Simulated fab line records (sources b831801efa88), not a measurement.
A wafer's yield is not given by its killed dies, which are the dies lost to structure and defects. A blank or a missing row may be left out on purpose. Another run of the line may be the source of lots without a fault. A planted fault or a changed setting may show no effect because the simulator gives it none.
Problem report, 8D (eight disciplines) form, completed by code	flow sky130	the parts of the form that need people (team, actions taken, sign-off) are left out

1. THE ISSUE
CAP2M_CVD_00_THK at SKY_CAP2M_THK_MEAS_01 reads a mean of 13.83 nm on 2 wafers of 2 lots; wafers without a fault read 15.47 nm with a standard deviation of 0.24. That puts it -6.8 standard deviations away from the usual mean.
Earliest sighting: wafer L922.2 on film_metro-04 at day 41 14:39. Wafers with a number at this step in the record: 31, from 11 lots. By rule, "out" or "out of limits" means more than 4 standard deviations away from the usual mean. The other wafers with a number count as sound.

2. WHAT IT IS; WHAT IT IS NOT
question	is	is not
which readings at this step	CAP2M_CVD_00_THK	-
which lots	L922, L927	L920, L921, L923, L930, L932, L934, L935, L937, L941
which wafers of those lots	L922.2, L927.5	L922.1, L922.4
read on which gauges	film_metro-03, film_metro-04	film_metro-02
when	from day 41 14:39	up to then (11 sound wafers); but 18 sound wafers of L930, L932, L934, L935, L937, L941 came after

3. THE SUSPECTS, EACH WITH WHAT RULES IT OUT
Counting: if a tool at a process step up to the reading ran every lot that is out, it stays a suspect. Sound lots after the first of them don't rule it out here, since some wafers of a struck lot are sound.
- the gauge at SKY_CAP2M_THK_MEAS_01: ruled out. The wafers that are out were read on 2 gauges (film_metro-03, film_metro-04).
- pvd_sputter-02 at SKY_METAL4_SPUTTER_01 (material TiN, target thk 20 nm, time 16.7 s): kept. Every lot that is out went through it, the first being L922 (day 41 14:30); the last sound lot it ran before that was L921 (day 41 10:27).
- pecvd-03 at SKY_CAP2M_CVD_00 (deposits SiO2, target thk 15.5 nm): kept. Every lot that is out went through it, the first being L922 (day 41 14:38); the last sound lot it ran before that was L921 (day 41 10:35).
- Within pecvd-03 at SKY_CAP2M_CVD_00, the wafers that are out were processed in chamber 1 and their sound lot-mates in chamber 2.
Left after counting: pvd_sputter-02 at SKY_METAL4_SPUTTER_01, pecvd-03 at SKY_CAP2M_CVD_00.

4. THE CAUSE (what the simulator had put in)
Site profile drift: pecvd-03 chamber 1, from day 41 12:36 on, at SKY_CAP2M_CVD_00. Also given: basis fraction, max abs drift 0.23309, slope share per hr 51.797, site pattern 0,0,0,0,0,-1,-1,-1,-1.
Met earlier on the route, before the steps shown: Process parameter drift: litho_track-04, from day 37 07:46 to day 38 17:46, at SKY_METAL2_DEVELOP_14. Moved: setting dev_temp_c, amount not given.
Counting left 2 suspects, and this tool is among them.

5. THE EFFECT CHAIN, in route order
Each row: a reading where the mean over the struck wafers with a number is more than 3 standard deviations away from the usual. Readings are gone through only where the record gives a usual standard deviation; hours: the median, over the lots, of the time from a lot's start at the first step in this table giving one to that lot's start at this step; sigmas: the change measured in usual standard deviations.
hours	step	reading	usual	on struck wafers	change	sigmas
0	SKY_CAP2M_THK_MEAS_01	CAP2M_CVD_00_THK	15.47 nm	13.83	-1.64	-6.8
47	SKY_METAL4_ETCH_17	oes_product_au	0.753 a.u.	0.710	-0.043	-6.0
Here are the process steps it includes:
- SKY_METAL4_ETCH_17: etches SiO2 in C4F8/O2/Ar, stops on TiN, time 3.9 s, target depth 15 nm.

6. HOW IT WOULD HAVE BEEN CAUGHT EARLIER
Counted from the fault's start at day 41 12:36, it took 2 hours until the first out-of-limits reading at a measuring or inspecting step in this record, taken at day 41 14:39.
Of the tool readings at SKY_CAP2M_CVD_00 for which the record gives a usual standard deviation, none was out on any struck wafer, so an alarm limit of 4 standard deviations on them would not have fired.
Lots out: 2; of these, L927 started SKY_CAP2M_CVD_00 on pecvd-03 after day 41 14:39. A hold on the tool at that time would have spared it.
